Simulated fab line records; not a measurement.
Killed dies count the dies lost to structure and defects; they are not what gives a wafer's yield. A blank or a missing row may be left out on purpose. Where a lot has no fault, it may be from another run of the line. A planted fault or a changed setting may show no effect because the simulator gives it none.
Check of tool commonality -- flow sky130 -- 39 wafers sampled across 13 lots

## REASON FOR OPENING
At SKY_SONOS_ONO_THK_MEAS_05 the reading SONOS_ONO_CVD_04_THK is flagged on 3 of 13 lots. Wafers without a fault read 5.36 nm, standard deviation 0.13.
Rule: a lot is flagged in two cases, either no wafer of it has a number, or all its wafers with numbers fall more than 4 standard deviations from that mean. The other lots count as sound.

lot,measured,on,"SONOS_ONO_CVD_04_THK (nm), wafer by wafer",flag
L869,day 11 23:27,film_metro-02,5.37 5.34 5.45,
L870,day 12 00:42,film_metro-02,5.49 5.40 5.46,
L871,day 12 10:05,film_metro-03,5.36 5.38 5.42,
L872,day 12 12:57,film_metro-03,3.48 3.42 3.45,FLAGGED
L873,day 12 20:49,film_metro-02,3.30 3.37 3.41,FLAGGED
L874,day 13 06:03,film_metro-03,3.32 3.36 3.27,FLAGGED
L883,day 16 03:08,film_metro-03,5.39 5.40 5.45,
L885,day 16 17:35,film_metro-03,5.23 5.21 5.28,
L887,day 17 20:38,film_metro-03,5.42 5.51 5.34,
L889,day 18 05:25,film_metro-03,5.50 5.69 5.48,
L890,day 18 11:20,film_metro-02,5.38 5.41 5.43,
L891,day 18 20:13,film_metro-03,5.44 5.50 5.54,
L892,day 19 06:20,film_metro-03,5.27 5.24 5.30,
On average the flagged lots' numbers are 3.38 nm, which is -1.98 nm against the usual, or -15 standard deviations.

## WHICH TOOL EACH LOT WENT THROUGH
2 process steps preceding the reading are held in the record, out of 708 steps in the route. Cell contents, in order: the tool; ch with the chambers the sampled wafers went through; the start.
lot,flag,SKY_VT_ADJUST_HVTR_STRIP_10,SKY_SONOS_ONO_CVD_04
L869,,"plasma_asher-04 ch 1, day 9 21:29","lpcvd-03 ch 0, day 11 22:12"
L870,,"plasma_asher-04 ch 0,1, day 9 22:11","lpcvd-03 ch 1, day 11 23:27"
L871,,"plasma_asher-01 ch 0,1, day 10 06:44","lpcvd-03 ch 0, day 12 08:50"
L872,FLAGGED,"plasma_asher-01 ch 0,1, day 10 09:16","lpcvd-03 ch 1, day 12 11:40"
L873,FLAGGED,"plasma_asher-01 ch 0,1, day 10 16:17","lpcvd-03 ch 1, day 12 19:33"
L874,FLAGGED,"plasma_asher-04 ch 0,1, day 11 00:37","lpcvd-03 ch 0, day 13 04:48"
L883,,"plasma_asher-03 ch 0,1, day 13 16:47","lpcvd-03 ch 0, day 16 01:53"
L885,,"plasma_asher-03 ch 0,1, day 14 07:13","lpcvd-03 ch 0, day 16 16:20"
L887,,"plasma_asher-01 ch 0,1, day 15 04:01","lpcvd-03 ch 0, day 17 19:23"
L889,,"plasma_asher-03 ch 0,1, day 15 15:41","lpcvd-03 ch 0, day 18 04:09"
L890,,"plasma_asher-01 ch 0,1, day 15 19:08","lpcvd-03 ch 0, day 18 10:05"
L891,,"plasma_asher-01 ch 0,1, day 16 06:04","lpcvd-03 ch 1, day 18 18:58"
L892,,"plasma_asher-04 ch 0,1, day 16 14:26","lpcvd-03 ch 0, day 19 05:05"
What these steps do:
- SKY_VT_ADJUST_HVTR_STRIP_10: strips in O2/N2.
- SKY_SONOS_ONO_CVD_04: deposits SiO2 from SiH4/N2O, target thk 5.7199 nm.
- SKY_SONOS_ONO_THK_MEAS_05

## FLAGGED OVER TOTAL, TOOL BY TOOL (the gauges that took the reading come last)
step,tool,lots run,flagged,share of the flagged lots,sound lots run after its first flagged lot
SKY_VT_ADJUST_HVTR_STRIP_10,plasma_asher-01,6,2,some,"3 (L887,L890,L891)"
SKY_VT_ADJUST_HVTR_STRIP_10,plasma_asher-03,3,0,none,-
SKY_VT_ADJUST_HVTR_STRIP_10,plasma_asher-04,4,1,some,1 (L892)
SKY_SONOS_ONO_CVD_04,lpcvd-03,13,3,all,"7 (L883,L885,L887,L889,L890,L891,L892)"
SKY_SONOS_ONO_THK_MEAS_05,film_metro-02,4,1,some,1 (L890)
SKY_SONOS_ONO_THK_MEAS_05,film_metro-03,9,2,some,"6 (L883,L885,L887,L889,L891,L892)"

## THE TABLE: WHAT IT ALLOWS
In the table, 1 row covers all flagged lots: lpcvd-03 at SKY_SONOS_ONO_CVD_04.
- lpcvd-03 at SKY_SONOS_ONO_CVD_04: 3 of its 13 lots flagged. Sound lots followed the first flagged one (L883, L885, L887, L889, L890, L891, L892) on it, something a lasting fault affecting the whole tool could not allow.
Not one row of the table ran every flagged lot while running no sound lot after the first.

## WHAT HAD BEEN PUT IN BY THE SIMULATOR
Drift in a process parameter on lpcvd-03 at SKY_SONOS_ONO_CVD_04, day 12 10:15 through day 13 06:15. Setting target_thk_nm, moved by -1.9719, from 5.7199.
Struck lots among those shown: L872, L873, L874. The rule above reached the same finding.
